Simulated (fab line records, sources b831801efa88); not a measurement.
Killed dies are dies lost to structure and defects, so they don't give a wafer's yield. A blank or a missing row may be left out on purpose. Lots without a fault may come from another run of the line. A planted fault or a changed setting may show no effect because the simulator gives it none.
A struck lot beside a sound one | flow sky130 | 18 steps out of a route of 708
Sound: wafers L309.1, L309.4, L309.6. Struck: wafers L316.2, L316.5, L316.6. The cause comes at the end.
At each step with rows: each side's tool, then ch and its chambers, then its first start. Under that, the readings that differ: sound wafers | struck wafers | difference of the means | sigmas: that difference in standard deviations of wafers without a fault.
alike: readings whose means differ by less than 2 such deviations, and words and numbers that are the same on both sides. not compared: withheld readings, readings that some wafer has no value for, bounds like >300 that may hide the same value, and numbers for which the record gives no deviation and whose values overlap.
The two part at a step that has a row with sigmas, a row that says differs or no value, or rows on one side only. Numbers that don't overlap but have no deviation are shown without sigmas and don't part them. A reading that every wafer of one side lacks parts them only if that side has two wafers or more.

SKY_POLY_GATE_ETCH_15: etches BARC in N2/H2, stops on SiO2, time 118.5 s, target depth 110 nm.
  sound on rie_diel-01 ch 0,2,3, day 16 20:17; struck on rie_diel-02 ch 1,2, day 19 02:19
  alike: drypump_motor_current_A, oes_product_au, throttle_valve_pct
  not compared: rf_hours_counter_h
SKY_POLY_GATE_ETCH_16: etches Si3N4 in CH3F/O2, stops on poly-Si, time 147.5 s, target depth 75 nm.
  sound on rie_diel-01 ch 0,2,3, day 16 20:22; struck on rie_diel-02 ch 1,2, day 19 02:24
  alike: drypump_motor_current_A, oes_product_au, throttle_valve_pct
  not compared: rf_hours_counter_h
SKY_POLY_GATE_ETCH_17: etches poly-Si in HBr/Cl2, stops on SiO2, target depth 180 nm, time 70.5 s.
  sound on rie_si-01 ch 0,2,3, day 16 20:28; struck on rie_si-02 ch 0,3, day 19 02:30
  alike: drypump_motor_current_A, oes_product_au, throttle_valve_pct
  not compared: rf_hours_counter_h
SKY_POLY_GATE_STRIP_18: strips in O2/N2.
  sound on plasma_asher-02 ch 0,1, day 16 20:32; struck on plasma_asher-01 ch 0,1, day 19 02:34
  alike: drypump_motor_current_A, oes_product_au, strip_time_to_endpoint_s
  not compared: rf_hours_counter_h
then, 2 steps without rows for these wafers: SKY_POLY_GATE_CLEAN_19 (cleans in SC1/SC2, time 150 s); SKY_POLY_GATE_OXIDATION_20 (stabilise 600 s, purge 300 s, target thk 4 nm).
SKY_POLY_GATE_THK_MEAS_21:
  sound on film_metro-01, day 16 22:02; struck on film_metro-04, day 19 04:44
  alike: POLY_GATE_OXIDATION_THK
SKY_POLY_GATE_CD_MEAS_22:
  sound on cd_sem-02, day 16 22:05; struck on cd_sem-01, day 19 04:49
  reading    | sound             | struck            | difference | sigmas
  cd_nm (nm) | 151.7 151.3 151.1 | 146.8 145.7 148.2 | -4.5       | -2
then, 4 steps without rows for these wafers: SKY_LDD_N_DEHYDRATE_00 (time 60 s); SKY_LDD_N_HMDS_01 (prime time 60 s); SKY_LDD_N_COAT_02 (resist thk 300 nm); SKY_LDD_N_SOFTBAKE_03 (time 60 s).
SKY_LDD_N_EXPOSE_04: exposes mask NTM, target cd 840 nm.
  sound on iline_stepper-02 ch 0, day 17 13:14; struck on iline_stepper-02 ch 0, day 19 20:05
  reading                       | sound                | struck            | difference | sigmas
  model.LDD_N.overlay_x_nm (nm) | -2.661 -2.661 -2.661 | 54.18 54.18 54.18 | +56.84     |
  alike: mask, stage_vel_mm_s
then, 2 steps without rows for these wafers: SKY_LDD_N_PEB_05; SKY_LDD_N_DEVELOP_06 (develop time 60 s).
SKY_LDD_N_OVL_MEAS_07:
  sound on overlay-02, day 18 03:13; struck on overlay-01, day 20 10:49
  reading        | sound          | struck         | difference | sigmas
  LDD_N_OVL (nm) | -1.7 -0.1 -2.2 | 52.8 54.4 52.7 | +54.6      | +42
then, 1 step without rows for these wafers: SKY_LDD_N_IMPLANT_08.
-- the record jumps here: 27 days lie between the struck wafers' starts before and after (it left off in module LDD_N and takes up again in module PAD_OPEN, whose first step shown is number 708 of the route) --
SKY_PAD_OPEN_PROBE_99:
  sound on prober-02, day 46 01:47; struck on prober-01, day 47 19:26
  alike: killed_at_M0_to_M3, killed_at_M4_up, killed_at_contacts, killed_at_front_end, killed_at_other, killed_dies, killed_open, killed_short

WHERE THEY PART
First at SKY_POLY_GATE_CD_MEAS_22; last, within this record, at SKY_LDD_N_OVL_MEAS_07. Later steps at which nothing parts them and some readings are alike: SKY_PAD_OPEN_PROBE_99.

WHY: what the simulator had put in
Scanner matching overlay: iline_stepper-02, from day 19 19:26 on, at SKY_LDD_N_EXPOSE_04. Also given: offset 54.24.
